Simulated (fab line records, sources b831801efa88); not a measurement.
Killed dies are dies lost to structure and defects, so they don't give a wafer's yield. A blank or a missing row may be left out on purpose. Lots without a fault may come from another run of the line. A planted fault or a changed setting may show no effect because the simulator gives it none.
Which tool did it? | flow sky130 | 12 lots, 36 wafers sampled, at 4 steps of a route of 708

WHAT THE GAUGES READ, wafer by wafer
SKY_VIA2_THK_MEAS_01.
lot  | measured     | on            | VIA2_HDPCVD_THK (nm)
L238 | day 34 11:55 | film_metro-01 | 1173 1175 1165
L240 | day 35 17:31 | film_metro-02 | 1184 1213 1206
L243 | day 36 20:53 | film_metro-03 | 1146 1158 1170
L245 | day 37 14:10 | film_metro-01 | 1180 1174 1177
L248 | day 38 23:32 | film_metro-03 | 1183 1180 1172
L252 | day 39 13:16 | film_metro-01 | 1195 1179 1201
L253 | day 39 22:58 | film_metro-03 | 1186 1191 1182
L256 | day 40 23:53 | film_metro-03 | 1179 1209 1214
L257 | day 41 00:59 | film_metro-03 | 1188 1201 1173
L258 | day 41 05:20 | film_metro-02 | 1172 1174 1169
L259 | day 41 12:36 | film_metro-02 | 1177 1184 1185
L260 | day 41 20:47 | film_metro-01 | 1169 1192 1184

SKY_CAPM_RS_MEAS_03: measures by four-point-probe.
lot  | measured     | on            | CAPM_TIN_RS (ohm/sq)
L238 | day 35 18:12 | film_metro-04 | 6.90 6.90 6.96
L240 | day 36 22:47 | film_metro-02 | 6.79 6.88 6.84
L243 | day 38 02:07 | film_metro-02 | 6.87 6.78 6.78
L245 | day 38 21:14 | film_metro-04 | 6.83 6.89 6.93
L248 | day 40 02:44 | film_metro-04 | 6.85 6.90 6.95
L252 | day 40 16:47 | film_metro-04 | 7.12 6.99 7.09
L253 | day 41 01:22 | film_metro-04 | 7.12 7.02 7.09
L256 | day 42 02:15 | film_metro-01 | 6.99 6.94 7.04
L257 | day 42 03:35 | film_metro-04 | 7.03 6.99 7.07
L258 | day 42 07:35 | film_metro-02 | 6.99 7.01 6.86
L259 | day 42 14:41 | film_metro-02 | 6.88 6.88 6.97
L260 | day 42 22:16 | film_metro-01 | 7.02 7.16 7.01

WHICH TOOL RAN EACH LOT (tool, then ch and the chambers of the sampled wafers, then the start)
lot  | SKY_VIA2_ETCH_14                   | SKY_CAPM_SPUTTER_02
L238 | rie_diel-02 ch 0,1, day 35 16:08   | pvd_sputter-03, day 35 18:05
L240 | rie_diel-03 ch 0,2,3, day 36 21:04 | pvd_sputter-03, day 36 22:40
L243 | rie_diel-02 ch 2,3, day 38 00:23   | pvd_sputter-01, day 38 02:01
L245 | rie_diel-02 ch 0,1, day 38 16:44   | pvd_sputter-03, day 38 21:08
L248 | rie_diel-03 ch 0,1,2, day 40 00:59 | pvd_sputter-03, day 40 02:38
L252 | rie_diel-02 ch 0,1,3, day 40 15:02 | pvd_sputter-03, day 40 16:40
L253 | rie_diel-04 ch 0,1,3, day 40 23:38 | pvd_sputter-03, day 41 01:16
L256 | rie_diel-02 ch 0,1, day 42 00:32   | pvd_sputter-01, day 42 02:08
L257 | rie_diel-03 ch 0,2,3, day 42 01:53 | pvd_sputter-01, day 42 03:29
L258 | rie_diel-03 ch 1,2,3, day 42 05:53 | pvd_sputter-04, day 42 07:29
L259 | rie_diel-02 ch 0,1,3, day 42 12:56 | pvd_sputter-04, day 42 14:34
L260 | rie_diel-02 ch 1,3, day 42 20:32   | pvd_sputter-04, day 42 22:10
- SKY_VIA2_ETCH_14: etches BARC in N2/H2, stops on SiO2, time 45.9 s, target depth 60 nm.
- SKY_CAPM_SPUTTER_02: material TiN, target thk 200 nm, time 166.7 s.

WHAT THE TOOLS THEMSELVES READ (means of the sampled wafers that have a number; where no wafer has one, the mark that the record gives instead)
SKY_VIA2_ETCH_14.
lot  | tool        | drypump_motor_current_A (A) | oes_product_au (a.u.) | rf_fwd_power_W (W) | throttle_valve_pct (%)
L238 | rie_diel-02 | 5.8                         | 0.849                 | 493.1              | 13.227
L240 | rie_diel-03 | 5.7                         | 0.853                 | 493.1              | 13.226
L243 | rie_diel-02 | 5.9                         | 0.853                 | 494.7              | 13.219
L245 | rie_diel-02 | 5.7                         | 0.857                 | 494.3              | 13.223
L248 | rie_diel-03 | 5.7                         | 0.859                 | 494.3              | 13.226
L252 | rie_diel-02 | 5.6                         | 0.855                 | 494.8              | 13.219
L253 | rie_diel-04 | 5.5                         | 0.853                 | 494.8              | 13.229
L256 | rie_diel-02 | 5.8                         | 0.850                 | 494.7              | 13.225
L257 | rie_diel-03 | 5.7                         | 0.853                 | 493.7              | 13.229
L258 | rie_diel-03 | 5.8                         | 0.848                 | 495.2              | 13.218
L259 | rie_diel-02 | 5.6                         | 0.855                 | 494.6              | 13.223
L260 | rie_diel-02 | 5.6                         | 0.854                 | 492.2              | 13.217

SKY_CAPM_SPUTTER_02.
lot  | tool           | cathode_dc_power_W (W) | throttle_valve_pct (%)
L238 | pvd_sputter-03 | 6500.4                 | 30.0
L240 | pvd_sputter-03 | 6500.2                 | 29.1
L243 | pvd_sputter-01 | 6500.3                 | 29.5
L245 | pvd_sputter-03 | 6500.0                 | 30.4
L248 | pvd_sputter-03 | 6499.6                 | 29.3
L252 | pvd_sputter-03 | 6360.3                 | 30.1
L253 | pvd_sputter-03 | 6360.1                 | 30.3
L256 | pvd_sputter-01 | 6499.0                 | 30.2
L257 | pvd_sputter-01 | 6499.8                 | 29.9
L258 | pvd_sputter-04 | 6500.5                 | 29.5
L259 | pvd_sputter-04 | 6501.0                 | 29.6
L260 | pvd_sputter-04 | 6500.7                 | 29.6

THE ANSWER, worked out from the rows above alone
Rule: what is usual is taken from the lots themselves. Put in order of their means at a reading, lots are off if they are a third of the lots or fewer, leave a main group of 4 or more, and stand apart from it by a gap of 3 or more times the standard deviation of the main group's means; of several such gaps the widest counts. A main group whose means are all the same, to the digits that the tables above print for the reading, isn't used. A lot without any number at a reading at which 4 lots or more have one is off too. The other lots that the step has rows for count as sound. The gauges are gone through in route order, then the tools' own readings, and for those a lot's mean is taken as printed above. The first step at which some lot is off is used, and at that step the reading that is off furthest; a lot without a number counts as furthest.
Off: L252, L253, at SKY_CAPM_SPUTTER_02 (cathode_dc_power_W). The main group: mean 6500.1 W, standard deviation 0.55.
A tool fits if, at that step or a process step before it, it ran every lot that is off, and no sound lot after the first of them. One fits: pvd_sputter-03 at SKY_CAPM_SPUTTER_02. Its last sound lot is L248 (day 40 02:38), its first lot that is off L252 (day 40 16:40): a fault that began between those two fits.
The tool's own readings at SKY_CAPM_SPUTTER_02 bear it out: on the lots that are off they differ by more than 5 times the standard deviation of the sound lots' means. cathode_dc_power_W reads 6360.2 W there against 6500.1 W on the sound lots.

WHAT THE SIMULATOR HAD PUT IN
Process parameter drift: pvd_sputter-03, from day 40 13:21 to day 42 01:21, at SKY_CAPM_SPUTTER_02. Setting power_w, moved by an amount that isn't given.
Lots struck among those shown: L252, L253. The rule above found the same.
